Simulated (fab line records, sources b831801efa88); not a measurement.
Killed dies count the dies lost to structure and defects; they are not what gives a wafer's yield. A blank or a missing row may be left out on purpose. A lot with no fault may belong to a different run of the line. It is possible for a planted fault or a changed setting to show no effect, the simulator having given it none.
Which of the tools did it?	flow sky130	14 lots with 42 wafers sampled at 5 steps, on a route of 708 steps

== WHAT THE GAUGES SHOWED, per wafer ==
The record lacks any reading of a measuring or inspecting step that a usual standard deviation could be used to judge.

== TOOL THAT RAN EACH LOT (tool first, then ch and the chambers of the sampled wafers, then the start) ==
lot	SKY_CONTACT_CMP_27	SKY_METAL1_SPUTTER_04	SKY_VIA2_CVD_21	SKY_VIA4_ETCH_12	SKY_VIA4_STRIP_13
L810	cmp-01 ch 1,2,3, day 31 17:46	pvd sputter-03, day 31 18:10	cvd w-01 ch 0,1, day 36 09:40	rie diel-01 ch 0,2,3, day 42 20:57	plasma asher-04 ch 0,1, day 42 21:01
L812	cmp-02 ch 0,1,3, day 32 16:59	pvd sputter-04, day 32 17:19	cvd w-02 ch 0,1, day 37 08:17	rie diel-01 ch 1,3, day 43 15:22	plasma asher-03 ch 0,1, day 43 15:28
L815	cmp-01 ch 0,1,2, day 33 16:46	pvd sputter-04, day 33 17:10	cvd w-02 ch 0,1, day 38 06:08	rie diel-01 ch 0,1,3, day 44 12:13	plasma asher-04 ch 0,1, day 44 12:19
L816	cmp-01 ch 1,2, day 33 18:04	pvd sputter-04, day 33 18:28	cvd w-01 ch 0,1, day 38 09:16	rie diel-02 ch 1,2, day 44 12:52	plasma asher-01 ch 0,1, day 44 12:58
L821	cmp-02 ch 0,1,3, day 35 12:28	pvd sputter-03, day 35 12:51	cvd w-01 ch 0,1, day 39 23:58	rie diel-02 ch 2,3, day 46 00:34	plasma asher-03 ch 0,1, day 46 00:38
L822	cmp-02 ch 1,2,3, day 35 20:22	pvd sputter-03, day 35 20:45	cvd w-01 ch 0,1, day 40 09:09	rie diel-01 ch 0,2,3, day 46 07:40	plasma asher-04 ch 0,1, day 46 07:44
L823	cmp-01 ch 0,1,3, day 36 02:28	pvd sputter-04, day 36 02:51	cvd w-01 ch 0,1, day 40 13:36	rie diel-01 ch 0,1,2, day 46 10:40	plasma asher-03 ch 0,1, day 46 10:44
L826	cmp-02 ch 0,2,3, day 36 18:51	pvd sputter-04, day 36 19:08	cvd w-01 ch 0,1, day 41 03:56	rie diel-04 ch 1,2,3, day 46 22:51	plasma asher-01 ch 0,1, day 46 22:55
L827	cmp-01 ch 0,1,2, day 36 21:19	pvd sputter-04, day 36 21:34	cvd w-02 ch 0, day 41 06:32	rie diel-01 ch 0,2,3, day 47 03:13	plasma asher-03 ch 0,1, day 47 03:19
L828	cmp-02 ch 0,2,3, day 37 10:57	pvd sputter-01, day 37 11:15	cvd w-01 ch 0,1, day 41 18:18	rie diel-01 ch 1,2,3, day 47 12:21	plasma asher-01 ch 1, day 47 12:25
L830	cmp-02 ch 0,2,3, day 37 23:10	pvd sputter-04, day 37 23:28	cvd w-02 ch 1, day 42 07:32	rie diel-04 ch 0,1, day 47 21:25	plasma asher-04 ch 0,1, day 47 21:29
L831	cmp-02 ch 0,2,3, day 38 09:20	pvd sputter-01, day 38 09:45	cvd w-01 ch 0,1, day 42 14:46	rie diel-01 ch 0,1,2, day 48 05:37	plasma asher-01 ch 1, day 48 05:41
L832	cmp-02 ch 0,1,2, day 38 10:39	pvd sputter-04, day 38 11:02	cvd w-02 ch 0,1, day 42 17:39	rie diel-04 ch 1,3, day 48 08:15	plasma asher-03 ch 0,1, day 48 08:19
L833	cmp-02 ch 2,3, day 38 18:55	pvd sputter-03, day 38 19:18	cvd w-01 ch 0,1, day 43 00:34	rie diel-04 ch 2,3, day 48 12:33	plasma asher-01 ch 0, day 48 12:37
- SKY_CONTACT_CMP_27: polishes, stops on SiO2, t overpolish 15 s, target thk 0 nm.
- SKY_METAL1_SPUTTER_04: material TiN, target thk 70 nm, time 58.3 s.
- SKY_VIA2_CVD_21: deposits W, target thk 420 nm, time 126.4 s.
- SKY_VIA4_ETCH_12: etches SiO2 in C4F8/O2/Ar, stops on TiN, target depth 580 nm.
- SKY_VIA4_STRIP_13: strips in O2/N2.

== AS READ BY THE TOOLS THEMSELVES (means over the sampled wafers that have a number; for cases with no such wafer, the mark the record gives instead) ==
SKY_CONTACT_CMP_27. Usual: motor current A 11.1 A, standard deviation 0.94; overpolish run s 15.000 s, standard deviation 0.0085; time to endpoint s 81 s, standard deviation 4.2.
lot	tool	motor current A (A)	overpolish run s (s)	time to endpoint s (s)	flag
L810	cmp-01	12.0	15.001	77	
L812	cmp-02	10.5	15.004	83	
L815	cmp-01	11.4	15.003	79	
L816	cmp-01	12.0	15.004	82	
L821	cmp-02	10.7	15.000	83	
L822	cmp-02	11.1	14.995	77	
L823	cmp-01	11.4	15.000	81	
L826	cmp-02	11.0	15.003	81	
L827	cmp-01	11.3	15.012	86	
L828	cmp-02	11.4	15.008	81	
L830	cmp-02	11.3	14.997	82	
L831	cmp-02	11.8	14.999	82	
L832	cmp-02	11.2	14.995	82	
L833	cmp-02	11.2	15.002	82	

SKY_METAL1_SPUTTER_04. Usual: throttle valve pct reads 30.2 % (standard deviation 0.7).
lot	tool	throttle valve pct (%)	flag
L810	pvd sputter-03	29.9	
L812	pvd sputter-04	31.0	
L815	pvd sputter-04	30.4	
L816	pvd sputter-04	30.8	
L821	pvd sputter-03	29.9	
L822	pvd sputter-03	29.7	
L823	pvd sputter-04	30.9	
L826	pvd sputter-04	31.2	
L827	pvd sputter-04	30.7	
L828	pvd sputter-01	29.3	
L830	pvd sputter-04	30.6	
L831	pvd sputter-01	28.8	
L832	pvd sputter-04	30.6	
L833	pvd sputter-03	29.8	

SKY_VIA2_CVD_21. Usual: heater power w reads 888 W (standard deviation 130).
lot	tool	heater power w (W)	flag
L810	cvd w-01	932	
L812	cvd w-02	841	
L815	cvd w-02	912	
L816	cvd w-01	854	
L821	cvd w-01	947	
L822	cvd w-01	935	
L823	cvd w-01	849	
L826	cvd w-01	857	
L827	cvd w-02	920	
L828	cvd w-01	845	
L830	cvd w-02	774	
L831	cvd w-01	969	
L832	cvd w-02	825	
L833	cvd w-01	857	

SKY_VIA4_ETCH_12. Usual: bias w 1200 W, standard deviation 3.8; chamber pressure mTorr 40.00 mTorr, standard deviation 0.036; oes product au 0.926 a.u., standard deviation 0.0044.
lot	tool	bias w (W)	chamber pressure mTorr (mTorr)	oes product au (a.u.)	flag
L810	rie diel-01	1199	39.98	0.923	
L812	rie diel-01	1200	39.99	0.928	
L815	rie diel-01	1201	39.97	0.924	
L816	rie diel-02	1201	39.99	0.920	
L821	rie diel-02	-	-	-	OFF
L822	rie diel-01	-	-	-	OFF
L823	rie diel-01	1201	39.99	0.927	
L826	rie diel-04	1200	40.03	0.926	
L827	rie diel-01	1200	40.01	0.922	
L828	rie diel-01	1202	39.98	0.925	
L830	rie diel-04	1199	40.03	0.922	
L831	rie diel-01	1202	40.00	0.930	
L832	rie diel-04	1199	40.00	0.928	
L833	rie diel-04	1202	39.99	0.929	

SKY_VIA4_STRIP_13. Usual: drypump motor current A 5.98 A, standard deviation 0.27; o2 flow sccm 2999 sccm, standard deviation 8.8; oes product au 0.710 a.u., standard deviation 0.0047; strip time to endpoint s 12.78 s, standard deviation 0.037.
lot	tool	drypump motor current A (A)	o2 flow sccm (sccm)	oes product au (a.u.)	strip time to endpoint s (s)	flag
L810	plasma asher-04	5.82	2988	0.713	12.80	
L812	plasma asher-03	5.95	2993	0.708	12.81	
L815	plasma asher-04	5.94	3014	0.708	12.79	
L816	plasma asher-01	6.23	2993	0.710	12.77	
L821	plasma asher-03	5.73	2991	0.715	14.12	OFF
L822	plasma asher-04	5.92	3003	0.717	14.16	OFF
L823	plasma asher-03	5.93	2998	0.710	12.80	
L826	plasma asher-01	6.20	2997	0.708	12.78	
L827	plasma asher-03	5.94	2995	0.704	12.85	
L828	plasma asher-01	6.20	2993	0.709	12.81	
L830	plasma asher-04	5.93	2993	0.711	12.74	
L831	plasma asher-01	6.22	3002	0.712	12.79	
L832	plasma asher-03	5.95	3004	0.714	12.79	
L833	plasma asher-01	6.17	2997	0.708	12.77	

== THE ANSWER, worked out from the rows above alone ==
Rule: take the mean of a lot's wafers that have a number; if it is more than 3 standard deviations from the usual mean, the lot is off. Also off: a lot with no number at a reading for which 4 or more lots have one. All remaining lots with rows at the step are treated as sound. After the gauges, taken in route order, come the tools' own readings; for these a lot's mean is taken, as printed above. At the first step where some lot is off, the reading lying furthest off is the one used; lots without a number count as furthest.
Off: L821, L822 (SKY_VIA4_ETCH_12, bias w). Without a number there: L821, L822.
If a tool, at that step or one of the process steps before it, ran each lot that is off and ran no sound lot following the first of them, it fits. None of those tried fits.

== WHAT WAS PUT IN BY THE SIMULATOR ==
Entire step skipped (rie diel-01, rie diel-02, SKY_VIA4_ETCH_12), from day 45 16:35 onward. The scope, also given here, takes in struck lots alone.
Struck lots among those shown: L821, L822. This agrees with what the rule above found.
